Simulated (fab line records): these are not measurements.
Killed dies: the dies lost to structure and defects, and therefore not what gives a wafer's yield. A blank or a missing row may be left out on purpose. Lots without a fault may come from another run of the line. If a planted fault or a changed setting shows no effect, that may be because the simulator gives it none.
What tool caused it? || flow gf180mcu || 12 lots, 36 wafers sampled, at 5 steps of a route of 602

## WHAT THE GAUGES SHOWED, per wafer
GF_POLY_GATE_THK_MEAS_01. Usual: POLY_GATE_CVD_00_THK typically reads 200.2 nm, with standard deviation 2.2.
{"lot": "L586", "measured": "day 8 17:43", "on": "filmMetro-04", "POLY_GATE_CVD_00_THK (nm)": "203.5 203.1 201.5", "flag": ""}
{"lot": "L587", "measured": "day 9 02:36", "on": "filmMetro-03", "POLY_GATE_CVD_00_THK (nm)": "204.2 206.0 205.2", "flag": ""}
{"lot": "L588", "measured": "day 9 07:24", "on": "filmMetro-04", "POLY_GATE_CVD_00_THK (nm)": "196.0 198.1 197.4", "flag": ""}
{"lot": "L590", "measured": "day 9 22:52", "on": "filmMetro-04", "POLY_GATE_CVD_00_THK (nm)": "198.8 198.9 198.3", "flag": ""}
{"lot": "L592", "measured": "day 10 08:48", "on": "filmMetro-04", "POLY_GATE_CVD_00_THK (nm)": "199.9 199.6 199.5", "flag": ""}
{"lot": "L593", "measured": "day 10 16:08", "on": "filmMetro-03", "POLY_GATE_CVD_00_THK (nm)": "200.1 200.4 200.9", "flag": ""}
{"lot": "L594", "measured": "day 11 08:40", "on": "filmMetro-03", "POLY_GATE_CVD_00_THK (nm)": "200.6 201.3 200.6", "flag": ""}
{"lot": "L598", "measured": "day 12 22:16", "on": "filmMetro-02", "POLY_GATE_CVD_00_THK (nm)": "201.2 202.6 201.7", "flag": ""}
{"lot": "L600", "measured": "day 13 00:57", "on": "filmMetro-03", "POLY_GATE_CVD_00_THK (nm)": "200.7 199.6 199.3", "flag": ""}
{"lot": "L604", "measured": "day 14 03:59", "on": "filmMetro-02", "POLY_GATE_CVD_00_THK (nm)": "204.2 202.1 201.3", "flag": ""}
{"lot": "L606", "measured": "day 14 15:40", "on": "filmMetro-02", "POLY_GATE_CVD_00_THK (nm)": "198.5 200.8 197.7", "flag": ""}
{"lot": "L608", "measured": "day 15 09:44", "on": "filmMetro-03", "POLY_GATE_CVD_00_THK (nm)": "200.6 199.8 198.9", "flag": ""}

GF_HV_LDD_CD_MEAS_46 targets a cd of 400 nm. Usual: cdNm at 399.2 nm, with a standard deviation of 2.7.
{"lot": "L586", "measured": "day 12 17:30", "on": "cdSem-01", "cdNm (nm)": "401.7 401.6 402.4", "flag": ""}
{"lot": "L587", "measured": "day 13 03:04", "on": "cdSem-01", "cdNm (nm)": "401.4 399.7 400.1", "flag": ""}
{"lot": "L588", "measured": "day 13 08:48", "on": "cdSem-02", "cdNm (nm)": "398.7 400.1 398.7", "flag": ""}
{"lot": "L590", "measured": "day 14 04:34", "on": "cdSem-01", "cdNm (nm)": "397.7 396.6 396.9", "flag": ""}
{"lot": "L592", "measured": "day 14 13:54", "on": "cdSem-02", "cdNm (nm)": "402.5 403.3 403.4", "flag": ""}
{"lot": "L593", "measured": "day 14 21:47", "on": "cdSem-02", "cdNm (nm)": "403.7 402.3 401.6", "flag": ""}
{"lot": "L594", "measured": "day 15 16:16", "on": "cdSem-02", "cdNm (nm)": "400.4 399.6 400.5", "flag": ""}
{"lot": "L598", "measured": "day 17 17:41", "on": "cdSem-02", "cdNm (nm)": "412.9 412.9 412.0", "flag": "OFF"}
{"lot": "L600", "measured": "day 17 18:25", "on": "cdSem-01", "cdNm (nm)": "399.7 400.5 400.1", "flag": ""}
{"lot": "L604", "measured": "day 19 00:19", "on": "cdSem-02", "cdNm (nm)": "398.5 399.5 398.1", "flag": ""}
{"lot": "L606", "measured": "day 19 14:21", "on": "cdSem-02", "cdNm (nm)": "395.9 396.8 395.9", "flag": ""}
{"lot": "L608", "measured": "day 20 10:39", "on": "cdSem-02", "cdNm (nm)": "399.2 402.1 401.6", "flag": ""}

## TOOL THAT RAN EACH LOT (tool first, then ch and the chambers of the sampled wafers, then the start)
{"lot": "L586", "GF_POLY_GATE_ETCH_12": "rieDiel-03 ch 1,2,3, day 9 11:23", "GF_HV_LDD_STRIP_22": "plasmaAsher-02 ch 0,1, day 11 02:20", "GF_HV_LDD_DEVELOP_45": "lithoTrack-02 ch 0, day 12 17:19"}
{"lot": "L587", "GF_POLY_GATE_ETCH_12": "rieDiel-03 ch 0,3, day 9 20:16", "GF_HV_LDD_STRIP_22": "plasmaAsher-03 ch 0,1, day 11 11:16", "GF_HV_LDD_DEVELOP_45": "lithoTrack-01 ch 0, day 13 02:56"}
{"lot": "L588", "GF_POLY_GATE_ETCH_12": "rieDiel-03 ch 0,1,2, day 10 01:05", "GF_HV_LDD_STRIP_22": "plasmaAsher-01 ch 0,1, day 11 16:47", "GF_HV_LDD_DEVELOP_45": "lithoTrack-01 ch 0, day 13 08:39"}
{"lot": "L590", "GF_POLY_GATE_ETCH_12": "rieDiel-03 ch 0,2,3, day 10 17:50", "GF_HV_LDD_STRIP_22": "plasmaAsher-03 ch 0,1, day 12 10:26", "GF_HV_LDD_DEVELOP_45": "lithoTrack-02 ch 0, day 14 04:22"}
{"lot": "L592", "GF_POLY_GATE_ETCH_12": "rieDiel-02 ch 0,1, day 11 03:26", "GF_HV_LDD_STRIP_22": "plasmaAsher-03 ch 0,1, day 12 20:20", "GF_HV_LDD_DEVELOP_45": "lithoTrack-03 ch 0, day 14 13:46"}
{"lot": "L593", "GF_POLY_GATE_ETCH_12": "rieDiel-02 ch 0,1,2, day 11 11:17", "GF_HV_LDD_STRIP_22": "plasmaAsher-03 ch 0,1, day 13 04:16", "GF_HV_LDD_DEVELOP_45": "lithoTrack-03 ch 0, day 14 21:38"}
{"lot": "L594", "GF_POLY_GATE_ETCH_12": "rieDiel-03 ch 0,1, day 12 03:56", "GF_HV_LDD_STRIP_22": "plasmaAsher-02 ch 0,1, day 13 22:05", "GF_HV_LDD_DEVELOP_45": "lithoTrack-01 ch 0, day 15 16:08"}
{"lot": "L598", "GF_POLY_GATE_ETCH_12": "rieDiel-02 ch 1,2,3, day 13 18:50", "GF_HV_LDD_STRIP_22": "plasmaAsher-01 ch 0,1, day 15 19:38", "GF_HV_LDD_DEVELOP_45": "lithoTrack-03 ch 0, day 17 17:32"}
{"lot": "L600", "GF_POLY_GATE_ETCH_12": "rieDiel-03 ch 0,1,3, day 13 21:19", "GF_HV_LDD_STRIP_22": "plasmaAsher-03 ch 0,1, day 15 19:52", "GF_HV_LDD_DEVELOP_45": "lithoTrack-02 ch 0, day 17 18:16"}
{"lot": "L604", "GF_POLY_GATE_ETCH_12": "rieDiel-04 ch 0,1,3, day 15 00:52", "GF_HV_LDD_STRIP_22": "plasmaAsher-01 ch 0,1, day 17 00:58", "GF_HV_LDD_DEVELOP_45": "lithoTrack-02 ch 0, day 19 00:11"}
{"lot": "L606", "GF_POLY_GATE_ETCH_12": "rieDiel-03 ch 1,2,3, day 15 13:29", "GF_HV_LDD_STRIP_22": "plasmaAsher-03 ch 0,1, day 17 13:28", "GF_HV_LDD_DEVELOP_45": "lithoTrack-01 ch 0, day 19 14:12"}
{"lot": "L608", "GF_POLY_GATE_ETCH_12": "rieDiel-02 ch 0,1,3, day 16 07:31", "GF_HV_LDD_STRIP_22": "plasmaAsher-02 ch 0,1, day 18 08:31", "GF_HV_LDD_DEVELOP_45": "lithoTrack-01 ch 0, day 20 10:30"}
- GF_POLY_GATE_ETCH_12: etches BARC in N2/H2.
- GF_HV_LDD_STRIP_22: strips in O2/N2.
- GF_HV_LDD_DEVELOP_45: develop time 60 s.

## AS READ BY THE TOOLS THEMSELVES (means over the sampled wafers that have a number; for cases with no such wafer, the mark the record gives instead)
GF_POLY_GATE_ETCH_12. Usual: drypumpMotorCurrentA 5.7 A, standard deviation 0.36; oesProductAu 0.736 a.u., standard deviation 0.0049; throttleValvePct 13.214 %, standard deviation 0.0096.
{"lot": "L586", "tool": "rieDiel-03", "drypumpMotorCurrentA (A)": 5.5, "oesProductAu (a.u.)": 0.736, "throttleValvePct (%)": 13.216, "flag": ""}
{"lot": "L587", "tool": "rieDiel-03", "drypumpMotorCurrentA (A)": 5.7, "oesProductAu (a.u.)": 0.738, "throttleValvePct (%)": 13.219, "flag": ""}
{"lot": "L588", "tool": "rieDiel-03", "drypumpMotorCurrentA (A)": 5.9, "oesProductAu (a.u.)": 0.738, "throttleValvePct (%)": 13.212, "flag": ""}
{"lot": "L590", "tool": "rieDiel-03", "drypumpMotorCurrentA (A)": 5.8, "oesProductAu (a.u.)": 0.738, "throttleValvePct (%)": 13.206, "flag": ""}
{"lot": "L592", "tool": "rieDiel-02", "drypumpMotorCurrentA (A)": 5.8, "oesProductAu (a.u.)": 0.733, "throttleValvePct (%)": 13.218, "flag": ""}
{"lot": "L593", "tool": "rieDiel-02", "drypumpMotorCurrentA (A)": 5.9, "oesProductAu (a.u.)": 0.734, "throttleValvePct (%)": 13.218, "flag": ""}
{"lot": "L594", "tool": "rieDiel-03", "drypumpMotorCurrentA (A)": 5.8, "oesProductAu (a.u.)": 0.741, "throttleValvePct (%)": 13.226, "flag": ""}
{"lot": "L598", "tool": "rieDiel-02", "drypumpMotorCurrentA (A)": 5.6, "oesProductAu (a.u.)": 0.738, "throttleValvePct (%)": 13.219, "flag": ""}
{"lot": "L600", "tool": "rieDiel-03", "drypumpMotorCurrentA (A)": 5.7, "oesProductAu (a.u.)": 0.736, "throttleValvePct (%)": 13.217, "flag": ""}
{"lot": "L604", "tool": "rieDiel-04", "drypumpMotorCurrentA (A)": 5.3, "oesProductAu (a.u.)": 0.732, "throttleValvePct (%)": 13.218, "flag": ""}
{"lot": "L606", "tool": "rieDiel-03", "drypumpMotorCurrentA (A)": 5.5, "oesProductAu (a.u.)": 0.737, "throttleValvePct (%)": 13.216, "flag": ""}
{"lot": "L608", "tool": "rieDiel-02", "drypumpMotorCurrentA (A)": 5.7, "oesProductAu (a.u.)": 0.736, "throttleValvePct (%)": 13.216, "flag": ""}

GF_HV_LDD_STRIP_22. Usual: drypumpMotorCurrentA 5.4 A, standard deviation 0.64; heaterPowerW 357 W, standard deviation 36; oesProductAu 0.716 a.u., standard deviation 0.0042; platenTempC 249.97 C, standard deviation 0.17; stripTimeToEndpointS 12.64 s, standard deviation 0.04.
{"lot": "L586", "tool": "plasmaAsher-02", "drypumpMotorCurrentA (A)": 6.4, "heaterPowerW (W)": 339, "oesProductAu (a.u.)": 0.714, "platenTempC (C)": 249.91, "stripTimeToEndpointS (s)": 12.69, "flag": ""}
{"lot": "L587", "tool": "plasmaAsher-03", "drypumpMotorCurrentA (A)": 4.8, "heaterPowerW (W)": 384, "oesProductAu (a.u.)": 0.713, "platenTempC (C)": 249.99, "stripTimeToEndpointS (s)": 12.64, "flag": ""}
{"lot": "L588", "tool": "plasmaAsher-01", "drypumpMotorCurrentA (A)": 5.6, "heaterPowerW (W)": 364, "oesProductAu (a.u.)": 0.718, "platenTempC (C)": 249.83, "stripTimeToEndpointS (s)": 12.63, "flag": ""}
{"lot": "L590", "tool": "plasmaAsher-03", "drypumpMotorCurrentA (A)": 4.8, "heaterPowerW (W)": 384, "oesProductAu (a.u.)": 0.715, "platenTempC (C)": 250.05, "stripTimeToEndpointS (s)": 12.64, "flag": ""}
{"lot": "L592", "tool": "plasmaAsher-03", "drypumpMotorCurrentA (A)": 4.8, "heaterPowerW (W)": 383, "oesProductAu (a.u.)": 0.711, "platenTempC (C)": 250.04, "stripTimeToEndpointS (s)": 12.67, "flag": ""}
{"lot": "L593", "tool": "plasmaAsher-03", "drypumpMotorCurrentA (A)": 4.8, "heaterPowerW (W)": 376, "oesProductAu (a.u.)": 0.713, "platenTempC (C)": 249.88, "stripTimeToEndpointS (s)": 12.65, "flag": ""}
{"lot": "L594", "tool": "plasmaAsher-02", "drypumpMotorCurrentA (A)": 6.3, "heaterPowerW (W)": 334, "oesProductAu (a.u.)": 0.719, "platenTempC (C)": 250.07, "stripTimeToEndpointS (s)": 12.67, "flag": ""}
{"lot": "L598", "tool": "plasmaAsher-01", "drypumpMotorCurrentA (A)": 5.6, "heaterPowerW (W)": 370, "oesProductAu (a.u.)": 0.717, "platenTempC (C)": 250.00, "stripTimeToEndpointS (s)": 12.63, "flag": ""}
{"lot": "L600", "tool": "plasmaAsher-03", "drypumpMotorCurrentA (A)": 4.8, "heaterPowerW (W)": 374, "oesProductAu (a.u.)": 0.713, "platenTempC (C)": 250.05, "stripTimeToEndpointS (s)": 12.60, "flag": ""}
{"lot": "L604", "tool": "plasmaAsher-01", "drypumpMotorCurrentA (A)": 5.5, "heaterPowerW (W)": 337, "oesProductAu (a.u.)": 0.719, "platenTempC (C)": 249.94, "stripTimeToEndpointS (s)": 12.56, "flag": ""}
{"lot": "L606", "tool": "plasmaAsher-03", "drypumpMotorCurrentA (A)": 4.8, "heaterPowerW (W)": 384, "oesProductAu (a.u.)": 0.718, "platenTempC (C)": 250.00, "stripTimeToEndpointS (s)": 12.62, "flag": ""}
{"lot": "L608", "tool": "plasmaAsher-02", "drypumpMotorCurrentA (A)": 6.4, "heaterPowerW (W)": 338, "oesProductAu (a.u.)": 0.710, "platenTempC (C)": 249.88, "stripTimeToEndpointS (s)": 12.61, "flag": ""}

GF_HV_LDD_DEVELOP_45. Usual: chillPlateTempC at 22.98 C, with a standard deviation of 0.099.
{"lot": "L586", "tool": "lithoTrack-02", "chillPlateTempC (C)": 22.94, "flag": ""}
{"lot": "L587", "tool": "lithoTrack-01", "chillPlateTempC (C)": 23.01, "flag": ""}
{"lot": "L588", "tool": "lithoTrack-01", "chillPlateTempC (C)": 22.84, "flag": ""}
{"lot": "L590", "tool": "lithoTrack-02", "chillPlateTempC (C)": 22.99, "flag": ""}
{"lot": "L592", "tool": "lithoTrack-03", "chillPlateTempC (C)": 23.00, "flag": ""}
{"lot": "L593", "tool": "lithoTrack-03", "chillPlateTempC (C)": 22.95, "flag": ""}
{"lot": "L594", "tool": "lithoTrack-01", "chillPlateTempC (C)": 23.16, "flag": ""}
{"lot": "L598", "tool": "lithoTrack-03", "chillPlateTempC (C)": 23.00, "flag": ""}
{"lot": "L600", "tool": "lithoTrack-02", "chillPlateTempC (C)": 23.00, "flag": ""}
{"lot": "L604", "tool": "lithoTrack-02", "chillPlateTempC (C)": 23.00, "flag": ""}
{"lot": "L606", "tool": "lithoTrack-01", "chillPlateTempC (C)": 23.05, "flag": ""}
{"lot": "L608", "tool": "lithoTrack-01", "chillPlateTempC (C)": 22.95, "flag": ""}

## THE ANSWER, worked out from the rows above alone
Rule: lot off if the mean of its wafers having a number is beyond 3 standard deviations from the usual mean. A lot without any number at a reading at which 4 lots or more have one is off too. All remaining lots with rows at the step are treated as sound. First the gauges in route order, then the tools' own readings, where a lot's mean is used as printed above. At the first step where some lot is off, the reading lying furthest off is the one used; lots without a number count as furthest.
Off: L598, at GF_HV_LDD_CD_MEAS_46 (cdNm).
A tool fits if, at a process step before that reading, it ran every lot that is off, and no sound lot after the first of them. The gauges at GF_HV_LDD_CD_MEAS_46 are tried like those tools. One candidate fits, namely lithoTrack-03 at GF_HV_LDD_DEVELOP_45. A fault onset in the window from L593 (day 14 21:38, its last sound lot) to L598 (day 17 17:32, its first lot off) fits.

## WHAT THE SIMULATOR HAD PUT IN
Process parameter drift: lithoTrack-03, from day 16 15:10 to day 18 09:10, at GF_HV_LDD_DEVELOP_45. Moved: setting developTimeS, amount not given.
Lots struck among those shown: L598. The rule above reached the same finding.
